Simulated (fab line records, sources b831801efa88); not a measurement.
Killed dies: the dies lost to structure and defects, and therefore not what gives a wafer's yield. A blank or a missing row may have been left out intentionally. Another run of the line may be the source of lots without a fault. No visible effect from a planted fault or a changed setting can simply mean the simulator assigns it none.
Shared-tool check + flow sky130 + Sampled: 15 lots, 45 wafers

## REASON FOR OPENING
SKY_CONTACT_OVL_MEAS_15, reading CONTACT_OVL: flagged on 3 of 15 lots. No-fault wafers: -5 nm, standard deviation 5.1.
Rule: a lot is flagged when every wafer of it that has a number lies more than 4 standard deviations from that mean, or none has a number. As for the other lots, they are considered sound.

| lot  | measured     | on         | CONTACT_OVL (nm), wafer by wafer | flag    |
|------|--------------|------------|----------------------------------|---------|
| L458 | day 31 06:40 | overlay-02 | -17 -10 -13                      |         |
| L459 | day 31 16:46 | overlay-01 | 3 -10 -7                         |         |
| L462 | day 32 21:19 | overlay-02 | -14 -12 -7                       |         |
| L463 | day 33 03:04 | overlay-01 | 5 -3 1                           |         |
| L464 | day 33 19:53 | overlay-01 | -1 1 -4                          |         |
| L465 | day 33 21:56 | overlay-02 | -6 2 3                           |         |
| L466 | day 34 02:49 | overlay-02 | -4 1 -4                          |         |
| L467 | day 34 13:51 | overlay-01 | 0 -1 -9                          |         |
| L468 | day 34 23:52 | overlay-01 | -8 -10 -4                        |         |
| L469 | day 35 11:17 | overlay-01 | -9 -11 -3                        |         |
| L472 | day 36 05:04 | overlay-02 | 1 -1 -1                          |         |
| L476 | day 37 01:17 | overlay-02 | 39 36 43                         | FLAGGED |
| L478 | day 38 00:32 | overlay-02 | 47 40 37                         | FLAGGED |
| L479 | day 38 12:41 | overlay-01 | 46 48 37                         | FLAGGED |
| L480 | day 38 21:10 | overlay-02 | -15 -13 -12                      |         |
Average over the flagged lots: 41 nm; offset from the usual +46 nm, equal to +9 standard deviations.

## WHICH TOOL EACH LOT WENT THROUGH
The record keeps 1 process step preceding the reading, out of 708 steps on the route. Read each cell as the tool, then ch plus the chambers that the sampled wafers visited, then the start.
| lot  | flag    | SKY_CONTACT_EXPOSE_11            |
|------|---------|----------------------------------|
| L458 |         | krfScanner-02 ch 0, day 30 16:56 |
| L459 |         | krfScanner-02 ch 0, day 31 02:58 |
| L462 |         | krfScanner-02 ch 0, day 32 07:37 |
| L463 |         | krfScanner-02 ch 0, day 32 14:22 |
| L464 |         | krfScanner-02 ch 0, day 33 05:44 |
| L465 |         | krfScanner-01 ch 0, day 33 08:22 |
| L466 |         | krfScanner-01 ch 0, day 33 13:08 |
| L467 |         | krfScanner-02 ch 0, day 34 00:40 |
| L468 |         | krfScanner-02 ch 0, day 34 10:20 |
| L469 |         | krfScanner-02 ch 0, day 34 22:35 |
| L472 |         | krfScanner-02 ch 0, day 35 15:59 |
| L476 | FLAGGED | krfScanner-01 ch 0, day 36 12:37 |
| L478 | FLAGGED | krfScanner-01 ch 0, day 37 11:36 |
| L479 | FLAGGED | krfScanner-01 ch 0, day 38 00:31 |
| L480 |         | krfScanner-02 ch 0, day 38 08:32 |
These steps, and what they do:
- SKY_CONTACT_EXPOSE_11: exposes mask CTM1, target cd 170 nm.
- SKY_CONTACT_OVL_MEAS_15

## FLAGGED OVER TOTAL, TOOL BY TOOL (the gauges that took the reading come last)
| step                    | tool          | lots run | flagged | share of the flagged lots | sound lots run after its first flagged lot |
|-------------------------|---------------|----------|---------|---------------------------|--------------------------------------------|
| SKY_CONTACT_EXPOSE_11   | krfScanner-01 | 5        | 3       | all                       | 0                                          |
| SKY_CONTACT_EXPOSE_11   | krfScanner-02 | 10       | 0       | none                      | -                                          |
| SKY_CONTACT_OVL_MEAS_15 | overlay-01    | 7        | 1       | some                      | 0                                          |
| SKY_CONTACT_OVL_MEAS_15 | overlay-02    | 8        | 2       | some                      | 1 (L480)                                   |

## WHAT IS ALLOWED BY THE TABLE
All flagged lots share 1 row of the table, namely krfScanner-01 at SKY_CONTACT_EXPOSE_11.
- krfScanner-01 at SKY_CONTACT_EXPOSE_11: 3 of its 5 lots flagged. It ran its last sound lot, L466, at day 33 13:08 and its first flagged lot, L476, at day 36 12:37: a fault with its onset between the two fits.
Just one tool remains: krfScanner-01 at SKY_CONTACT_EXPOSE_11.

## WHAT HAD BEEN PUT IN BY THE SIMULATOR
Scanner matching overlay: krfScanner-01, from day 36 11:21 on, at SKY_CONTACT_EXPOSE_11. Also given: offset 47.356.
Lots struck among those shown: L476, L478, L479. This agrees with what the rule above found.
